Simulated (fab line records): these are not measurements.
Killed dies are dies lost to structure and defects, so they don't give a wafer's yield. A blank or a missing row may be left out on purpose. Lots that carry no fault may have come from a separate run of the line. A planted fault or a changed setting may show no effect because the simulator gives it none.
Which tool did it? -- flow gf180mcu -- 7 lots with 21 wafers sampled at 2 steps, on a route of 602 steps

== WHAT THE GAUGES SHOWED, per wafer ==
GF_MVPSD_OVL_MEAS_07.
lot,measured,on,MVPSD_OVL (nm)
L735,day 5 17:32,overlay-01,0.8 1.1 2.2
L737,day 6 06:38,overlay-02,-1.0 -0.6 0.8
L740,day 6 22:32,overlay-01,-0.1 -1.4 -0.6
L743,day 7 19:14,overlay-02,-0.2 1.3 1.1
L746,day 8 11:36,overlay-02,1.0 -0.2 0.4
L751,day 9 19:14,overlay-02,0.8 -1.2 -1.8
L754,day 10 11:23,overlay-02,-68.5 -66.7 -67.4 -69.9 -67.8 -68.4

== WHICH TOOL RAN EACH LOT (tool, then ch and the chambers of the sampled wafers, then the start) ==
lot,GF_MVPSD_EXPOSE_04
L735,"ilineStepper-02 ch 0, day 5 10:37"
L737,"ilineStepper-02 ch 0, day 5 23:29"
L740,"ilineStepper-01 ch 0, day 6 14:55"
L743,"ilineStepper-01 ch 0, day 7 11:44"
L746,"ilineStepper-02 ch 0, day 8 03:13"
L751,"ilineStepper-02 ch 0, day 9 10:43"
L754,"ilineStepper-02 ch 0, day 10 03:11"
- GF_MVPSD_EXPOSE_04: exposes mask MVPSD, target cd 1000 nm.

== THE ANSWER, worked out from the rows above alone ==
Rule: what is usual is taken from the lots themselves. The widest of any qualifying gaps counts: lots, ordered by their means at a reading, are off when they make up no more than a third of the lots, leave a main group of 4 or more, and stand apart from it by 3 or more times the standard deviation of that group's means. Not used: any main group whose means are identical at the precision the tables above print for the reading. A lot without any number at a reading at which 4 lots or more have one is off too. All remaining lots with rows at the step are treated as sound.
Off: at GF_MVPSD_OVL_MEAS_07 (MVPSD_OVL), L754. The main group has a mean of 0.1 nm with a standard deviation of 0.77.
If a tool, at a process step before that reading, ran all the lots that are off and no sound lot after the first of them, it fits. Gauges at GF_MVPSD_OVL_MEAS_07: tried the same way as those tools. 2 tools fit, ilineStepper-02 at GF_MVPSD_EXPOSE_04 and overlay-02 at GF_MVPSD_OVL_MEAS_07, so this cannot tell which one it is.

== WHAT THE SIMULATOR HAD PUT IN ==
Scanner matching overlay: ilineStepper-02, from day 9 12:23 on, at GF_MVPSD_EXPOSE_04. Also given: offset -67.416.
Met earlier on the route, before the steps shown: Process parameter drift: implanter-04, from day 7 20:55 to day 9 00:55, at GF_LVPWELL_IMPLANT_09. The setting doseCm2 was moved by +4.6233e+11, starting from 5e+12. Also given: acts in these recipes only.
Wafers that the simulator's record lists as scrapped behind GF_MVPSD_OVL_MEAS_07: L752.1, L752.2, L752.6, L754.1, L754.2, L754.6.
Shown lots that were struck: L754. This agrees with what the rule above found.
